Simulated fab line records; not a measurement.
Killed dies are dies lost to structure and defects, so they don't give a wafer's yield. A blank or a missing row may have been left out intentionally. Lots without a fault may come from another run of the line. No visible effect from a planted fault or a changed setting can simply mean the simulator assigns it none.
What tool caused it? -- flow gf180mcu -- 14 lots, 42 wafers sampled, at 5 steps of a route of 602

== WHAT THE GAUGES READ, wafer by wafer ==
GF_HV_LDD_THK_MEAS_55. Usual: HV_LDD_CVD_54_THK 9.98 nm, standard deviation 0.098.
lot,measured,on,HV_LDD_CVD_54_THK (nm),flag
L721,day 12 09:20,film_metro-02,10.02 10.08 10.18,
L726,day 14 03:08,film_metro-01,9.84 9.98 9.71,
L727,day 14 08:30,film_metro-01,9.91 10.06 10.05,
L729,day 15 03:35,film_metro-02,9.99 10.09 10.04,
L730,day 15 09:52,film_metro-01,9.89 9.90 9.87,
L731,day 15 19:57,film_metro-04,10.18 10.15 10.19,
L732,day 16 05:09,film_metro-02,9.85 10.00 9.94,
L733,day 16 10:53,film_metro-01,10.14 10.05 10.00,
L734,day 16 16:26,film_metro-01,9.89 9.91 9.92,
L735,day 17 03:38,film_metro-04,9.98 9.91 9.88,
L739,day 18 18:17,film_metro-01,17.13 17.05 17.05,OFF
L742,day 19 12:37,film_metro-02,17.27 17.34 17.22,OFF
L743,day 19 18:56,film_metro-01,10.03 10.03 9.97,
L744,day 20 04:19,film_metro-01,9.94 9.99 9.85,

GF_NSD_TW_MEAS_12. Usual: NSD_TW 4219, standard deviation 42.
lot,measured,on,NSD_TW,flag
L721,day 13 06:37,film_metro-02,4251 4254 4268,
L726,day 15 02:04,film_metro-03,4186 4186 4181,
L727,day 15 08:13,film_metro-03,4153 4169 4188,
L729,day 16 02:25,film_metro-03,4191 4199 4177,
L730,day 16 09:52,film_metro-02,4283 4287 4277,
L731,day 16 20:40,film_metro-03,4178 4175 4180,
L732,day 17 06:05,film_metro-01,4197 4186 4193,
L733,day 17 10:52,film_metro-02,4221 4247 4249,
L734,day 17 17:48,film_metro-03,4195 4194 4195,
L735,day 18 04:46,film_metro-01,4201 4201 4177,
L739,day 19 20:04,film_metro-02,4256 4251 4269,
L742,day 20 15:19,film_metro-01,4201 4213 4200,
L743,day 20 21:49,film_metro-01,4215 4215 4212,
L744,day 21 06:38,film_metro-02,4250 4256 4267,

GF_SAB_THK_MEAS_01. Usual: SAB_CVD_00_THK 49.8 nm, standard deviation 0.57.
lot,measured,on,SAB_CVD_00_THK (nm),flag
L721,day 14 04:01,film_metro-04,50.1 50.3 49.8,
L726,day 16 00:05,film_metro-01,49.4 50.2 49.6,
L727,day 16 06:43,film_metro-03,49.3 50.1 50.3,
L729,day 17 01:28,film_metro-04,49.5 49.6 49.7,
L730,day 17 08:40,film_metro-04,49.7 50.3 50.4,
L731,day 17 20:24,film_metro-04,48.9 49.0 48.7,
L732,day 18 06:29,film_metro-01,49.1 50.0 50.6,
L733,day 18 10:52,film_metro-04,49.1 50.3 51.2,
L734,day 18 17:46,film_metro-01,50.3 51.1 50.5,
L735,day 19 05:01,film_metro-01,49.3 49.6 49.9,
L739,day 20 21:13,film_metro-01,49.6 50.5 50.1,
L742,day 21 16:05,film_metro-01,49.2 49.6 50.1,
L743,day 21 21:50,film_metro-01,49.6 49.9 50.7,
L744,day 22 07:17,film_metro-03,49.2 49.3 49.6,

== WHAT TOOL EACH LOT RAN ON (gives the tool, then ch and the chambers of the sampled wafers, and finally the start) ==
lot,GF_POLY_GATE_ETCH_12,GF_HV_LDD_CVD_54
L721,"rie_diel-02 ch 0,3, day 9 04:28","lpcvd-01 ch 0, day 12 08:19"
L726,"rie_diel-03 ch 0,1, day 10 17:04","lpcvd-02 ch 0, day 14 02:06"
L727,"rie_diel-04 ch 0,2,3, day 10 21:38","lpcvd-02 ch 0, day 14 07:28"
L729,"rie_diel-02 ch 0,2,3, day 11 14:19","lpcvd-01 ch 0, day 15 02:34"
L730,"rie_diel-03 ch 0,2,3, day 11 20:19","lpcvd-02 ch 1, day 15 08:50"
L731,"rie_diel-04 ch 0,1,3, day 12 04:51","lpcvd-02 ch 1, day 15 18:23"
L732,"rie_diel-03 ch 1,2, day 12 11:55","lpcvd-01 ch 1, day 16 03:36"
L733,"rie_diel-04 ch 1,2,3, day 12 15:07","lpcvd-01 ch 0, day 16 09:21"
L734,"rie_diel-02 ch 0,1,2, day 12 23:10","lpcvd-01 ch 0, day 16 15:25"
L735,"rie_diel-02 ch 1,2, day 13 09:22","lpcvd-02 ch 0, day 17 02:36"
L739,"rie_diel-02 ch 0,2, day 14 18:31","lpcvd-02 ch 1, day 18 17:15"
L742,"rie_diel-04 ch 1,2,3, day 15 11:16","lpcvd-02 ch 1, day 19 11:35"
L743,"rie_diel-02 ch 0,1,3, day 15 16:54","lpcvd-01 ch 0, day 19 17:54"
L744,"rie_diel-04 ch 1,2, day 16 01:07","lpcvd-01 ch 1, day 20 03:18"
- GF_POLY_GATE_ETCH_12: etches BARC in N2/H2.
- GF_HV_LDD_CVD_54: deposits SiO2 from TEOS, target thk 10 nm, time 75 s.

== AS READ BY THE TOOLS THEMSELVES (means over the sampled wafers that have a number; for cases with no such wafer, the mark the record gives instead) ==
GF_POLY_GATE_ETCH_12. Usual: drypump_motor_current_A 5.6 A, standard deviation 0.33; oes_product_au 0.736 a.u., standard deviation 0.005; throttle_valve_pct 13.215 %, standard deviation 0.0085.
lot,tool,drypump_motor_current_A (A),oes_product_au (a.u.),throttle_valve_pct (%),flag
L721,rie_diel-02,5.4,0.735,13.217,
L726,rie_diel-03,5.5,0.735,13.213,
L727,rie_diel-04,5.5,0.734,13.206,
L729,rie_diel-02,5.6,0.736,13.211,
L730,rie_diel-03,5.6,0.731,13.214,
L731,rie_diel-04,5.5,0.736,13.213,
L732,rie_diel-03,5.3,0.738,13.218,
L733,rie_diel-04,5.8,0.731,13.204,
L734,rie_diel-02,5.7,0.742,13.214,
L735,rie_diel-02,5.9,0.737,13.211,
L739,rie_diel-02,5.6,0.734,13.216,
L742,rie_diel-04,5.8,0.735,13.219,
L743,rie_diel-02,5.5,0.737,13.212,
L744,rie_diel-04,6.1,0.729,13.204,

== THE ANSWER, worked out from the rows above alone ==
Rule: take the mean of a lot's wafers that have a number; if it is more than 3 standard deviations from the usual mean, the lot is off. Also off: a lot with no number at a reading for which 4 or more lots have one. The other lots that the step has rows for count as sound. First the gauges in route order, then the tools' own readings, where a lot's mean is used as printed above. At the first step where some lot is off, the reading lying furthest off is the one used; lots without a number count as furthest.
Off: L739, L742, at GF_HV_LDD_THK_MEAS_55 (HV_LDD_CVD_54_THK).
A tool fits if, at a process step before that reading, it ran every lot that is off, and no sound lot after the first of them. Gauges at GF_HV_LDD_THK_MEAS_55: tried the same way as those tools. One candidate fits, namely lpcvd-02 at GF_HV_LDD_CVD_54. Its last sound lot is L735 (day 17 02:36), its first lot that is off L739 (day 18 17:15): a fault that began between those two fits.

== WHAT HAD BEEN PUT IN BY THE SIMULATOR ==
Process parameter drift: lpcvd-02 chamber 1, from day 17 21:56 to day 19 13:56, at GF_HV_LDD_CVD_54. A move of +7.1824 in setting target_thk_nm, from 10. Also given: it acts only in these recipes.
Lots struck among those shown: L739, L742. The rule above found the same.
